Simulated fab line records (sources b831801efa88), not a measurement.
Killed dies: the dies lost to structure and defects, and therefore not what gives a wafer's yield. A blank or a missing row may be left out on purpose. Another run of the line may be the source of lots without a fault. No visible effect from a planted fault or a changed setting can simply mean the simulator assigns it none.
Struck lot and sound lot, side by side | flow sky130 | 18 steps out of a route of 708
Sound: the wafers L880.1, L880.3, L880.4. The struck wafers were L886.1, L886.4, L886.5. The cause comes at the end.
For every step that has rows: the tool of each side, followed by ch and its chambers, followed by its first start. Under that, the readings that differ: sound wafers | struck wafers | difference of the means | sigmas: that difference in standard deviations of wafers without a fault.
alike: readings whose means differ by less than 2 such deviations, and words and numbers that are the same on both sides. not compared: withheld readings, readings that some wafer has no value for, bounds like >300 that may hide the same value, and numbers for which the record gives no deviation and whose values overlap.
Wherever a step has rows on one side only, a row that says differs or no value, or a row with sigmas, the two part there. Numbers that don't overlap but have no deviation are shown without sigmas and don't part them. Lack of a reading on every wafer of one side parts them only where that side has two or more wafers.

SKY_VIA4_ETCH_12: etches SiO2 in C4F8/O2/Ar, stops on TiN, target depth 580 nm.
  sound on rie_diel-02 ch 0,2,3, day 45 15:47; struck on rie_diel-03 ch 0,2,3, day 47 11:56
  alike: oes_product_au
then, 5 steps without rows for these wafers: SKY_VIA4_STRIP_13 (strips in O2/N2); SKY_VIA4_STRIP_14 (strips in post etch residue remover, time 1200 s); SKY_VIA4_CLEAN_15 (cleans in IPA, time 180 s); SKY_VIA4_CLEAN_16 (cleans in O3/DIW); SKY_VIA4_SPUTTER_17 (material TiN, target thk 20 nm, time 80 s).
SKY_VIA4_CVD_18: deposits W, target thk 505 nm, time 152.14 s.
  sound on cvd_w-02 ch 0,1, day 45 16:36; struck on cvd_w-02 ch 0,1, day 47 12:41
  alike: heater_power_w, susceptor_temp_C
SKY_VIA4_RS_MEAS_19: uses a four-point probe to measure.
  sound: film_metro-04 at day 45 16:45; struck: film_metro-04 at day 47 12:51
  reading            | sound                | struck               | difference | sigmas
  VIA4_W_RS (ohm/sq) | 0.2233 0.2255 0.2233 | 0.2303 0.2300 0.2295 | +0.0059    | +3
SKY_VIA4_THK_MEAS_20: measures by xrf.
  sound: film_metro-04 at day 45 16:52; struck: film_metro-04 at day 47 12:58
  reading         | sound       | struck      | difference | sigmas
  VIA4_W_THK (nm) | 509 501 507 | 495 491 497 | -11        | -2
SKY_VIA4_CMP_21: polishes, stops on SiO2, t overpolish 25 s, target thk 0 nm.
  sound on cmp-02 ch 0,1,2, day 45 16:56; struck on cmp-01 ch 1,2,3, day 47 13:05
  alike: head_pressure_psi, motor_current_A, overpolish_run_s, slurry_flow_ml_min, time_to_endpoint_s
SKY_METAL5_SPUTTER_00: material Ti, target thk 15 nm, time 10.36 s.
  sound: pvd_sputter-02 at day 45 17:14; struck: pvd_sputter-02 at day 47 13:20
  alike: cathode_dc_power_W, throttle_valve_pct
then, 1 step without rows for these wafers: SKY_METAL5_SPUTTER_01 (material TiN, target thk 20 nm, time 16.7 s).
SKY_METAL5_SPUTTER_02: material AlCu, target thk 1150 nm, time 61.2 s.
  sound: pvd_sputter-02 at day 45 17:17; struck: pvd_sputter-02 at day 47 13:22
  reading                                     | sound             | struck            | difference | sigmas
  cathode_dc_power_W (W)                      | 10597 10599 10597 | 10041 10040 10039 | -558       | -99 or more
  model.AlCu_of_METAL5_SPUTTER_02.thk_nm (nm) | 1152 1156 1151    | 1088 1101 1093    | -59        |
  alike: throttle_valve_pct
SKY_METAL5_SPUTTER_03: material Ti, target thk 5 nm, time 3.3 s.
  sound: pvd_sputter-02 at day 45 17:20; struck: pvd_sputter-02 at day 47 13:26
  alike: cathode_dc_power_W, throttle_valve_pct
then, 1 step without rows for these wafers: SKY_METAL5_SPUTTER_04 (material TiN, target thk 70 nm, time 58.3 s).
SKY_METAL5_RS_MEAS_05: uses a four-point probe to measure.
  sound: film_metro-03 at day 45 17:24; struck: film_metro-01 at day 47 13:47
  reading                 | sound                | struck               | difference | sigmas
  METAL5_ALCU_RS (ohm/sq) | 0.0270 0.0269 0.0270 | 0.0286 0.0283 0.0285 | +0.0015    | +5
  not compared: hold
SKY_METAL5_THK_MEAS_06: measures by xrf.
  sound: film_metro-03 at day 45 17:31; struck: film_metro-01 at day 47 15:54
  reading              | sound          | struck         | difference | sigmas
  METAL5_ALCU_THK (nm) | 1148 1152 1156 | 1078 1089 1087 | -67        | -4
  not compared: hold
-- the record jumps here: 2 days lie between the struck wafers' starts before and after (it left off in module METAL5 and takes up again in module PAD_OPEN, whose first step shown is number 708 of the route) --
SKY_PAD_OPEN_PROBE_99:
  sound: prober-02 at day 48 08:58; struck: prober-01 at day 50 00:37
  reading                      | sound                   | struck                  | difference | sigmas
  model.etest.met5.rs_ohm_sq   | 0.02732 0.02691 0.02709 | 0.02904 0.02862 0.02845 | +0.00160   |
  model.etest.met5.line_ohm_um | 0.01713 0.01665 0.01693 | 0.01811 0.01781 0.01774 | +0.00098   |
  alike: defect_limited_yield, killed_at_M0_to_M3, killed_at_M4_up, killed_at_contacts, killed_at_front_end, killed_at_other, killed_dies, killed_open, killed_short, sort_bin_3_pad_short, sort_bin_5_function, sort_bin_6_memory, sort_n_pass, sort_yield_pct

== WHERE THEY PART ==
Earliest at SKY_VIA4_RS_MEAS_19; latest, in this record, at SKY_METAL5_THK_MEAS_06. Later steps at which nothing parts them and some readings are alike: SKY_PAD_OPEN_PROBE_99.

WHY: what the simulator had put in
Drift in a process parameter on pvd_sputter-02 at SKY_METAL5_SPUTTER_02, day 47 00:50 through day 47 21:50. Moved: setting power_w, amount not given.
